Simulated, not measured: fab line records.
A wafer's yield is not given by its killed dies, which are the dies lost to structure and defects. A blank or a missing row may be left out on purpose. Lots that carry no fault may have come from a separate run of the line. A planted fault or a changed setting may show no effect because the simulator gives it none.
2 desks looking at one fault :: flow gf180mcu :: every desk sees just its own numbers, and what lay behind them comes last

## METROLOGY DESK
What the gauges read for every lot (on any tool): the sampled wafers with a number, averaged. Any lot whose mean is over 4 standard deviations away from the usual mean is out of limits and marked OUT; that distance is given in the brackets.
Columns: A = cd_nm at GF_M1_CD_MEAS_14, usual 230.1 nm; B = M2_ALCU_RS at GF_M2_RS_MEAS_05, usual 0.0694 ohm/sq
lot: L734
first seen here: day 17 01:29
A: 228.8
B: 0.0697

lot: L735
first seen here: day 17 09:09
A: 229.3
B: 0.0690

lot: L736
first seen here: day 18 06:36
A: 230.2
B: 0.0694

lot: L738
first seen here: day 18 14:08
A: 231.4
B: 0.0689

lot: L739
first seen here: day 19 02:04
A: 231.2
B: 0.0698

lot: L740
first seen here: day 19 10:44
A: 228.5
B: 0.0687

lot: L741
first seen here: day 19 21:30
A: 231.4
B: 0.0706

lot: L742
first seen here: day 20 04:25
A: 231.1
B: 0.0687

lot: L744
first seen here: day 20 23:05
A: 228.3
B: 0.0687

lot: L745
first seen here: day 21 04:18
A: 229.3
B: 0.0691

lot: L748
first seen here: day 22 20:37
A: 231.3
B: 0.0702

lot: L752
first seen here: day 23 13:46
A: 230.7
B: 0.0692

lot: L756
first seen here: day 24 21:07
A: 231.8
B: 0.0689

lot: L757
first seen here: day 25 00:04
A: 230.4
B: 0.0697
This desk's verdict: no lot among the 14 shows anything out of limits.

## TOOL OWNER'S DESK, cmp-01
The tool's own readings at GF_CONTACT_CMP_04 (polishes SiO2): means of the sampled wafers that have a number, for each lot that ran on this tool. Any lot whose mean is over 4 standard deviations away from the usual mean is out of limits and marked OUT; that distance is given in the brackets.
Columns: A = motor_current_A at GF_CONTACT_CMP_04, usual 12.3 A; B = retaining_ring_pressure_frac at GF_CONTACT_CMP_04, usual 1.000; C = time_to_endpoint_s at GF_CONTACT_CMP_04, usual 112 s
lot: L739
first seen here: day 17 00:37
A: 11.7
B: 0.999
C: 116

lot: L741
first seen here: day 17 19:20
A: 13.4
B: 0.998
C: 111

lot: L744
first seen here: day 18 20:31
A: 12.3
B: 0.998
C: 108

lot: L748
first seen here: day 20 20:16
A: 11.8
B: 0.997
C: 101

lot: L752
first seen here: day 21 14:48
A: 10.4
B: 1.004
C: 109
This desk's verdict: no lot among the 5 shows anything out of limits.

## TAKEN TOGETHER
Nothing out of limits was seen by the metrology desk.
The desk of the tool owner found nothing out of limits.

## WHAT HAD BEEN PUT IN BY THE SIMULATOR
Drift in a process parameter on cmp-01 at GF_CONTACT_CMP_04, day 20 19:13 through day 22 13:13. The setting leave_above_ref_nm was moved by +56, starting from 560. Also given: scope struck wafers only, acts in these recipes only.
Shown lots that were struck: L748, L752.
